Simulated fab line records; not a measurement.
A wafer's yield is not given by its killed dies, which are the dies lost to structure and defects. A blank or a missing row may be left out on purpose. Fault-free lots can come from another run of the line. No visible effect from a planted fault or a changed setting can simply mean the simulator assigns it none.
fab line records + flow sky130
[record]
- lots = 6
- wafers = 18
- lastDay = 50
route steps=708 shown METAL2@506 VIA2@507 PAD_OPEN@708
lots with no fault: from the same line, run without faults
startH: hours from the record's first day to the start of the lot's first wafer shown + waitH: hours elapsed since this lot's preceding step + " repeats the value in the row above + L1.1+2: one row covering several wafers at once + - no value, or no start given + * or withheld: withheld + < > ~ a bound
route shown NAME@n: names a module that has steps shown in the file, with the first one's number in the route + usual: mean and standard deviation over wafers with no fault + same: alike in all rows + chamber/n: place in a boat + sites: readings site by site + _std_site: their standard deviation + _edge_site: outer sites' mean less inner sites' + radiusMm: for every site, how far away it sits from the centre of the wafer + mask NAME#n: copy n + behind: the tool/chamber that last shaped the wafer + hold: why the lot went on hold/how many hours it stayed there/how the hold came to an end + device: the n, p or np transistor that did not switch + end of line: the same wafers' tests at the end of the route + a step given without rows: its recipe and nothing more + killed: dies that structure and defects cost at the first sort, which is not the same as the wafer's yield + map: a wafer's dies, x killed, . not, _ none there
set.NAME: the setting as run; set.NAME@STEP: as run at that earlier step + model.NAME: the simulator's own value behind a step, which no gauge read
lots seen at some steps along the route; tables by step, rows by wafer
services: a tool's chamber out of use, with start hour (startH, from the record's first day; less than 0 if before it), hours out, and reason
[[steps]]
[step SKY_METAL2_CLEAN_23]
[recipe]
- chemistry = O3/DIW
- dry = n2Spin
[step SKY_VIA2_HDPCVD_00]
[recipe]
- material = SiO2
- targetThkNm = 1180
- sigmaOpenFrac = 0.3
- timeS = 196.7
- tempC = 400
- sih4FlowSccm = 60
- pressureMtorr = 6
[step SKY_VIA2_THK_MEAS_01]
[recipe]
- reads = SiO2_of_VIA2_HDPCVD_00
[usual]
- VIA2_HDPCVD_THK = 1175/13
| lot.wafer | tool         | chamber | startH | waitH | VIA2_HDPCVD_THK[nm] |
|-----------|--------------|---------|--------|-------|---------------------|
| L147.2    | filmMetro-02 | -       | 854.13 | 0.1   | 1157                |
| L147.3    | "            | -       | "      | "     | 1169                |
| L147.5    | "            | -       | "      | "     | 1175                |
| L155.1    | filmMetro-04 | -       | 909.37 | 0.1   | 1162                |
| L155.4    | "            | -       | "      | "     | 1177                |
| L155.6    | "            | -       | "      | "     | 1161                |
| L164.2    | filmMetro-01 | -       | 980.98 | 0.1   | 1174                |
| L164.3    | "            | -       | "      | "     | 1193                |
| L164.6    | "            | -       | "      | "     | 1187                |
| L167.2    | filmMetro-04 | -       | 991.32 | 0.1   | 1140                |
| L167.3    | "            | -       | "      | "     | 1157                |
| L167.6    | "            | -       | "      | "     | 1150                |
| L165.1    | filmMetro-02 | -       | 991.33 | 0.1   | 1178                |
| L165.3    | "            | -       | "      | "     | 1189                |
| L165.6    | "            | -       | "      | "     | 1173                |
| L166.4    | filmMetro-01 | -       | 995.12 | 0.0   | 1182                |
| L166.5    | "            | -       | "      | "     | 1195                |
| L166.6    | "            | -       | "      | "     | 1203                |
[step SKY_VIA2_CMP_02]
[recipe]
- material = SiO2
- downForcePsi = 4
- platenRpm = 60
- padVelocityMS = 0.94248
[usual]
- motorCurrentA = 12.1/0.69
| lot.wafer | tool   | chamber | startH | waitH | motorCurrentA |
|-----------|--------|---------|--------|-------|---------------|
| L147.2    | cmp-02 | 3       | 854.18 | 0.0   | 12.2          |
| L147.3    | "      | 1       | "      | "     | 12.1          |
| L147.5    | "      | 3       | "      | "     | 11.2          |
| L155.4    | cmp-01 | 1       | 909.43 | 0.0   | 10.8          |
| L155.1    | "      | 0       | "      | "     | 12.7          |
| L155.6    | "      | 1       | "      | "     | 11.2          |
| L164.3    | cmp-01 | 1       | 981.08 | 0.1   | 11.0          |
| L164.2    | "      | 3       | "      | "     | 11.5          |
| L164.6    | "      | 0       | "      | "     | 13.4          |
| L167.3    | cmp-01 | 3       | 991.37 | 0.0   | 11.6          |
| L167.2    | "      | 1       | "      | "     | 11.6          |
| L167.6    | "      | 3       | "      | "     | 11.9          |
| L165.3    | cmp-02 | 2       | 991.39 | 0.0   | 12.9          |
| L165.1    | "      | 0       | "      | "     | 11.8          |
| L165.6    | "      | 2       | "      | "     | 12.4          |
| L166.4    | cmp-01 | 0       | 995.34 | 0.2   | 12.3          |
| L166.6    | "      | 1       | "      | "     | 10.7          |
| L166.5    | "      | 2       | "      | "     | 12.8          |
[step SKY_VIA2_BOW_MEAS_03]
[recipe]
- mode = bow
[usual]
- VIA2_BOW = 87/7.7
| lot.wafer | tool         | chamber | startH | waitH | VIA2_BOW[um] |
|-----------|--------------|---------|--------|-------|--------------|
| L147.2    | filmMetro-04 | -       | 854.50 | 0.3   | 76           |
| L147.3    | "            | -       | "      | "     | 92           |
| L147.5    | "            | -       | "      | "     | 91           |
| L155.1    | filmMetro-02 | -       | 909.73 | 0.1   | 86           |
| L155.4    | "            | -       | "      | "     | 87           |
| L155.6    | "            | -       | "      | "     | 96           |
| L164.2    | filmMetro-02 | -       | 981.35 | 0.1   | 87           |
| L164.3    | "            | -       | "      | "     | 89           |
| L164.6    | "            | -       | "      | "     | 81           |
| L165.1    | filmMetro-04 | -       | 991.69 | 0.1   | 99           |
| L165.3    | "            | -       | "      | "     | 99           |
| L165.6    | "            | -       | "      | "     | 79           |
| L167.2    | filmMetro-02 | -       | 991.69 | 0.2   | 92           |
| L167.3    | "            | -       | "      | "     | 80           |
| L167.6    | "            | -       | "      | "     | 94           |
| L166.4    | filmMetro-04 | -       | 995.55 | 0.2   | 87           |
| L166.5    | "            | -       | "      | "     | 88           |
| L166.6    | "            | -       | "      | "     | 91           |
[step SKY_VIA2_DEHYDRATE_04]
[recipe]
- tempC = 200
- timeS = 60
[step SKY_VIA2_HMDS_05]
[recipe]
- primeTimeS = 60
- primeTempC = 120
[step SKY_VIA2_COAT_06]
[recipe]
- resist = BARC
- tempC = withheld
- timeS = withheld
- spinRpm = 3000
- resistThkNm = 60
[step SKY_VIA2_COAT_07]
[recipe]
- resist = KrF-thick
- spinRpm = 3000
- resistThkNm = 450
[step SKY_VIA2_SOFTBAKE_08]
[recipe]
- tempC = 100
- timeS = 90
- resist = KrF-thick
[step SKY_VIA2_EXPOSE_09]
[recipe]
- maskId = VIM2
- na = 0.8
- sourceShape = annular
- sigmaInner = 0.55
- sigmaOuter = 0.85
- targetCdNm = 200
- doseMj = 38
[step SKY_VIA2_PEB_10]
[recipe]
- pebTempC = withheld
- pebTimeS = withheld
- resist = KrF-thick
[step SKY_VIA2_DEVELOP_11]
[recipe]
- developTimeS = 60
- resist = KrF-thick
- devTempC = 21
[usual]
- chillPlateTempC = 22.98/0.1
- developerTempC = 21.00/0.1
| lot.wafer | tool          | chamber | startH | waitH | chillPlateTempC | developerTempC |
|-----------|---------------|---------|--------|-------|-----------------|----------------|
| L147.2    | lithoTrack-03 | 0       | 880    | -     | 22.99           | 21.07          |
| L147.3    | "             | 0       | "      | "     | 23.10           | 21.08          |
| L147.5    | "             | 0       | "      | "     | 23.06           | 20.98          |
| L155.1    | lithoTrack-04 | 0       | 934    | -     | 22.95           | 21.11          |
| L155.4    | "             | 0       | "      | "     | 22.75           | 21.12          |
| L155.6    | "             | 0       | "      | "     | 23.01           | 21.06          |
| L164.2    | lithoTrack-04 | 0       | 1004   | -     | 23.01           | 20.12          |
| L164.3    | "             | 0       | "      | "     | 22.99           | 20.08          |
| L164.6    | "             | 0       | 1005   | -     | 23.00           | 20.29          |
| L167.2    | lithoTrack-03 | 0       | 1014   | -     | 23.01           | 21.04          |
| L167.3    | "             | 0       | "      | "     | 22.97           | 21.07          |
| L167.6    | "             | 0       | "      | "     | 22.87           | 21.00          |
| L165.1    | lithoTrack-04 | 0       | 1015   | -     | 22.91           | 20.23          |
| L165.3    | "             | 0       | "      | "     | 22.93           | 20.23          |
| L165.6    | "             | 0       | "      | "     | 23.10           | 20.13          |
| L166.4    | lithoTrack-03 | 0       | 1018   | -     | 22.98           | 20.95          |
| L166.5    | "             | 0       | "      | "     | 23.08           | 21.00          |
| L166.6    | "             | 0       | "      | "     | 22.97           | 21.09          |
[step SKY_VIA2_CD_MEAS_12]
[recipe]
- targetCdNm = 200
[usual]
- cdNm = 199.9/1.5
| lot.wafer | tool     | chamber | startH  | waitH | cdNm  |
|-----------|----------|---------|---------|-------|-------|
| L147.2    | cdSem-01 | -       | 880.68  | -     | 198.5 |
| L147.3    | "        | -       | "       | "     | 199.7 |
| L147.5    | "        | -       | "       | "     | 199.3 |
| L155.1    | cdSem-01 | -       | 934.58  | -     | 201.1 |
| L155.4    | "        | -       | "       | "     | 201.3 |
| L155.6    | "        | -       | "       | "     | 200.9 |
| L164.2    | cdSem-01 | -       | 1005.10 | -     | 199.9 |
| L164.3    | "        | -       | "       | "     | 200.5 |
| L164.6    | "        | -       | "       | "     | 199.9 |
| L167.2    | cdSem-01 | -       | 1015.03 | -     | 201.3 |
| L167.3    | "        | -       | "       | "     | 200.4 |
| L167.6    | "        | -       | "       | "     | 201.5 |
| L165.1    | cdSem-02 | -       | 1015.28 | -     | 199.0 |
| L165.3    | "        | -       | "       | "     | 200.4 |
| L165.6    | "        | -       | "       | "     | 199.1 |
| L166.4    | cdSem-02 | -       | 1018.97 | -     | 200.3 |
| L166.5    | "        | -       | "       | "     | 200.2 |
| L166.6    | "        | -       | "       | "     | 199.4 |
[step SKY_PAD_OPEN_PROBE_99]
[usual]
- defectLimitedYield = 82.4/1.9
- killed_at_M0_to_M3 = 43/6.7
- killed_at_M4_up = 3.1/1.9
- killedAtContacts = 25/5
- killedAtFrontEnd = 15/4
- killedAtOther = 0.4/0.69
- killedDies = 87/9.2
- killedOpen = 46/7.1
- killedShort = 40/6.8
- sort_bin_3_pad_short = 0.9/0.48
- sort_bin_5_function = 10.3/1.5
- sort_bin_6_memory = 6.4/1.2
- sortNPass = 405/9.2
- sortYieldPct = 82.4/1.9
[same]
- grossDies = 492
- killedAtBackSide = 0
- sort_bin_4_leakage[%] = 0
- sort_bin_8_speed[%] = 0
| lot.wafer | tool      | chamber | startH  | waitH | defectLimitedYield[%] | killed_at_M0_to_M3 | killed_at_M4_up | killedAtContacts | killedAtFrontEnd | killedAtOther | killedDies | killedOpen | killedShort | sort_bin_3_pad_short[%] | sort_bin_5_function[%] | sort_bin_6_memory[%] | sortNPass | sortYieldPct[%] |
|-----------|-----------|---------|---------|-------|-----------------------|--------------------|-----------------|------------------|------------------|---------------|------------|------------|-------------|-------------------------|------------------------|----------------------|-----------|-----------------|
| L147.2    | prober-01 | -       | 1101.84 | 0.1   | 84.3                  | 33                 | 2               | 30               | 12               | 0             | 77         | 38         | 37          | 0.4                     | 11.2                   | 4.1                  | 415       | 84.3            |
| L147.3    | prober-01 | -       | 1101.89 | 0.2   | 83.9                  | 48                 | 1               | 23               | 7                | 0             | 79         | 37         | 42          | 1.2                     | 8.1                    | 6.7                  | 413       | 83.9            |
| L147.5    | prober-01 | -       | 1101.99 | 0.2   | 82.5                  | 47                 | 2               | 22               | 15               | 0             | 86         | 39         | 47          | 0.8                     | 9.3                    | 7.3                  | 406       | 82.5            |
| L155.1    | prober-02 | -       | 1142.92 | 0.1   | 81.9                  | 40                 | 3               | 22               | 23               | 1             | 89         | 49         | 40          | 1.2                     | 10.0                   | 6.9                  | 403       | 81.9            |
| L155.4    | prober-02 | -       | 1143.07 | 0.2   | 83.5                  | 42                 | 2               | 19               | 18               | 0             | 81         | 57         | 23          | 0.2                     | 10.2                   | 6.1                  | 411       | 83.5            |
| L155.6    | prober-02 | -       | 1143.17 | 0.2   | 83.5                  | 38                 | 2               | 25               | 16               | 0             | 81         | 46         | 35          | 1.6                     | 8.9                    | 5.9                  | 411       | 83.5            |
| L164.2    | prober-01 | -       | 1195.88 | 0.1   | 83.5                  | 37                 | 5               | 26               | 13               | 0             | 81         | 39         | 42          | 1.2                     | 9.6                    | 5.7                  | 411       | 83.5            |
| L164.3    | prober-01 | -       | 1195.93 | 0.2   | 81.9                  | 39                 | 3               | 30               | 17               | 0             | 89         | 43         | 46          | 1.2                     | 10.4                   | 6.5                  | 403       | 81.9            |
| L164.6    | prober-01 | -       | 1196.08 | 0.2   | 80.7                  | 48                 | 7               | 31               | 9                | 0             | 95         | 44         | 51          | 0.8                     | 10.6                   | 7.9                  | 397       | 80.7            |
| L165.1    | prober-02 | -       | 1203.11 | 0.1   | 81.1                  | 50                 | 4               | 21               | 18               | 0             | 93         | 43         | 49          | 0.8                     | 10.0                   | 8.1                  | 399       | 81.1            |
| L165.3    | prober-02 | -       | 1203.21 | 0.2   | 83.7                  | 48                 | 0               | 15               | 17               | 0             | 80         | 45         | 35          | 1.2                     | 8.9                    | 6.1                  | 412       | 83.7            |
| L165.6    | prober-02 | -       | 1203.36 | 0.2   | 80.1                  | 53                 | 4               | 22               | 19               | 0             | 98         | 52         | 46          | 0.6                     | 12.0                   | 7.3                  | 394       | 80.1            |
| L167.2    | prober-01 | -       | 1204.66 | 0.1   | 84.6                  | 33                 | 1               | 24               | 17               | 1             | 76         | 41         | 35          | 0.6                     | 10.6                   | 4.3                  | 416       | 84.6            |
| L167.3    | prober-01 | -       | 1204.71 | 0.2   | 83.7                  | 38                 | 3               | 25               | 14               | 0             | 80         | 45         | 35          | 0.2                     | 10.6                   | 5.5                  | 412       | 83.7            |
| L167.6    | prober-01 | -       | 1204.86 | 0.2   | 80.7                  | 43                 | 7               | 30               | 15               | 0             | 95         | 46         | 49          | 0.2                     | 12.2                   | 6.9                  | 397       | 80.7            |
| L166.4    | prober-02 | -       | 1206.32 | 0.2   | 83.7                  | 40                 | 2               | 25               | 13               | 0             | 80         | 50         | 28          | 0.6                     | 8.9                    | 6.7                  | 412       | 83.7            |
| L166.5    | prober-02 | -       | 1206.37 | 0.2   | 80.9                  | 47                 | 10              | 22               | 15               | 0             | 94         | 45         | 49          | 1.2                     | 10.0                   | 7.9                  | 398       | 80.9            |
| L166.6    | prober-02 | -       | 1206.42 | 0.2   | 84.8                  | 28                 | 2               | 30               | 15               | 0             | 75         | 40         | 34          | 0.8                     | 8.1                    | 6.3                  | 417       | 84.8            |
// killed by level:class
L147.2 CONTACT:geometricParticle:open=10 LOCAL_INTERCONNECT:geometricParticle:short=8 LI_CONTACT:geometricParticle:open=7 METAL1:geometricParticle:short=5 VIA3:geometricParticle:open=4 METAL2:geometricParticle:short=4 VIA2:geometricParticle:open=4 FIELD_ISO:geometricParticle:short=3
L147.3 VIA1:geometricParticle:open=9 LI_CONTACT:geometricParticle:open=8 VIA2:geometricParticle:open=7 CONTACT:geometricParticle:short=6 METAL1:geometricParticle:short=6 VIA1:geometricParticle:short=6 VIA2:geometricParticle:short=5 CONTACT:geometricParticle:open=5
L147.5 CONTACT:geometricParticle:open=11 METAL1:geometricParticle:short=8 METAL2:geometricParticle:short=8 VIA1:geometricParticle:short=7 VIA2:geometricParticle:open=5 FIELD_ISO:geometricParticle:open=4 FIELD_ISO:geometricParticle:short=4 POLY_GATE:geometricParticle:short=4
L155.1 LOCAL_INTERCONNECT:geometricParticle:short=7 VIA1:geometricParticle:open=7 VIA2:geometricParticle:open=7 VIA3:geometricParticle:open=7 FIELD_ISO:geometricParticle:short=6 POLY_GATE:geometricParticle:short=6 LI_CONTACT:geometricParticle:open=6 FIELD_ISO:geometricParticle:open=5
L155.4 VIA1:geometricParticle:open=12 VIA3:geometricParticle:open=10 FIELD_ISO:geometricParticle:open=8 CONTACT:geometricParticle:open=8 VIA2:geometricParticle:open=6 LI_CONTACT:geometricParticle:open=4 LOCAL_INTERCONNECT:geometricParticle:short=4 FIELD_ISO:geometricParticle:short=3
L155.6 CONTACT:geometricParticle:open=12 VIA1:geometricParticle:open=10 METAL1:geometricParticle:short=6 FIELD_ISO:geometricParticle:short=5 VIA2:geometricParticle:open=5 FIELD_ISO:geometricParticle:open=4 POLY_GATE:geometricParticle:short=4 LI_CONTACT:geometricParticle:open=4
L164.2 CONTACT:geometricParticle:open=8 LOCAL_INTERCONNECT:geometricParticle:short=7 VIA1:geometricParticle:open=7 LI_CONTACT:geometricParticle:open=6 POLY_GATE:geometricParticle:open=5 VIA1:geometricParticle:short=5 VIA3:geometricParticle:short=5 METAL1:geometricParticle:short=4
L164.3 CONTACT:geometricParticle:open=12 VIA1:geometricParticle:open=11 LOCAL_INTERCONNECT:geometricParticle:short=8 METAL2:geometricParticle:short=8 POLY_GATE:geometricParticle:short=6 METAL1:geometricParticle:short=5 POLY_GATE:geometricParticle:open=4 CONTACT:geometricParticle:short=4
L164.6 VIA1:geometricParticle:open=13 CONTACT:geometricParticle:open=9 METAL1:geometricParticle:short=9 CONTACT:geometricParticle:short=8 FIELD_ISO:geometricParticle:short=6 LI_CONTACT:geometricParticle:open=6 METAL2:geometricParticle:short=5 METAL4:geometricParticle:short=5
L165.1 VIA1:geometricParticle:open=10 VIA1:geometricParticle:short=7 METAL2:geometricParticle:short=7 LI_CONTACT:geometricParticle:open=6 CONTACT:geometricParticle:open=6 METAL1:geometricParticle:short=5 VIA3:geometricParticle:open=5 VIA3:geometricParticle:short=5
L165.3 VIA1:geometricParticle:open=14 CONTACT:geometricParticle:open=7 POLY_GATE:geometricParticle:short=6 VIA2:geometricParticle:open=6 METAL2:geometricParticle:short=6 VIA3:geometricParticle:open=5 VIA1:geometricParticle:short=4 FIELD_ISO:geometricParticle:short=3
L165.6 VIA2:geometricParticle:open=12 VIA1:geometricParticle:open=10 FIELD_ISO:geometricParticle:open=7 CONTACT:geometricParticle:open=7 METAL2:geometricParticle:short=7 VIA3:geometricParticle:open=6 LI_CONTACT:geometricParticle:short=5 METAL1:geometricParticle:short=5
L167.2 CONTACT:geometricParticle:open=9 METAL1:geometricParticle:short=8 VIA1:geometricParticle:open=6 LOCAL_INTERCONNECT:geometricParticle:short=5 VIA2:geometricParticle:open=5 FIELD_ISO:geometricParticle:open=3 FIELD_ISO:geometricParticle:short=3 CONTACT:geometricParticle:short=3
L167.3 CONTACT:geometricParticle:open=9 LI_CONTACT:geometricParticle:open=7 VIA1:geometricParticle:open=7 VIA3:geometricParticle:open=7 FIELD_ISO:geometricParticle:short=6 VIA1:geometricParticle:short=5 VIA2:geometricParticle:open=5 METAL3:geometricParticle:short=5
L167.6 VIA1:geometricParticle:open=10 METAL2:geometricParticle:short=9 CONTACT:geometricParticle:short=8 LI_CONTACT:geometricParticle:open=8 VIA3:geometricParticle:open=7 CONTACT:geometricParticle:open=6 LOCAL_INTERCONNECT:geometricParticle:short=5 METAL4:geometricParticle:short=5
L166.4 CONTACT:geometricParticle:open=12 VIA1:geometricParticle:open=9 METAL1:geometricParticle:short=8 LI_CONTACT:geometricParticle:open=7 VIA3:geometricParticle:open=6 VIA2:geometricParticle:open=4 VIA2:geometricParticle:short=4 FIELD_ISO:geometricParticle:open=3
L166.5 VIA1:geometricParticle:open=10 METAL1:geometricParticle:short=6 CONTACT:geometricParticle:open=6 VIA3:geometricParticle:short=6 METAL4:geometricParticle:short=6 METAL2:geometricParticle:short=6 FIELD_ISO:geometricParticle:open=5 POLY_GATE:geometricParticle:short=5
L166.6 CONTACT:geometricParticle:open=8 LI_CONTACT:geometricParticle:open=8 FIELD_ISO:geometricParticle:short=7 VIA3:geometricParticle:open=6 LI_CONTACT:geometricParticle:short=5 CONTACT:geometricParticle:short=4 LOCAL_INTERCONNECT:geometricParticle:short=4 VIA1:geometricParticle:open=4
[[services]]
| tool   | chamber | startH  | hours | kind                          |
|--------|---------|---------|-------|-------------------------------|
| cmp-01 | -       | 854.13  | 1.8   | repair                        |
| cmp-02 | -       | 894.78  | 14.8  | repair                        |
| cmp-02 | -       | 912.00  | 4.0   | pm                            |
| cmp-02 | -       | 916.00  | -     | consumableReplace:conditioner |
| cmp-02 | -       | 916.00  | -     | consumableReplace:pad         |
| cmp-01 | -       | 920.50  | 2.2   | repair                        |
| cmp-02 | -       | 946.64  | 2.4   | repair                        |
| cmp-01 | -       | 961.57  | 3.9   | pm                            |
| cmp-01 | -       | 974.83  | 1.9   | repair                        |
| cmp-01 | -       | 1011.31 | 9.1   | pm                            |
| cmp-02 | -       | 1015.32 | 3.3   | repair                        |
[[key]]
[firstSign]
- step = SKY_VIA2_DEVELOP_11
- reading = developerTempC
- direction = down
- sigmas = 8
- usual = *
- struck = *
effect none on later readings
metAt SKY_VIA2_DEVELOP_11
struckWafers L164.2,L164.3,L164.6,L165.1,L165.3,L165.6
onsetBetween 934 1004
[fault]
- kind = processParameterDrift
- tool = lithoTrack-04
- chamber = -
- onsetH = 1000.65
- steps = SKY_VIA2_DEVELOP_11
- channel = devTempC
- offset = *
- shape = step
- endH = 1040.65
- actsIn = *
- stated = *
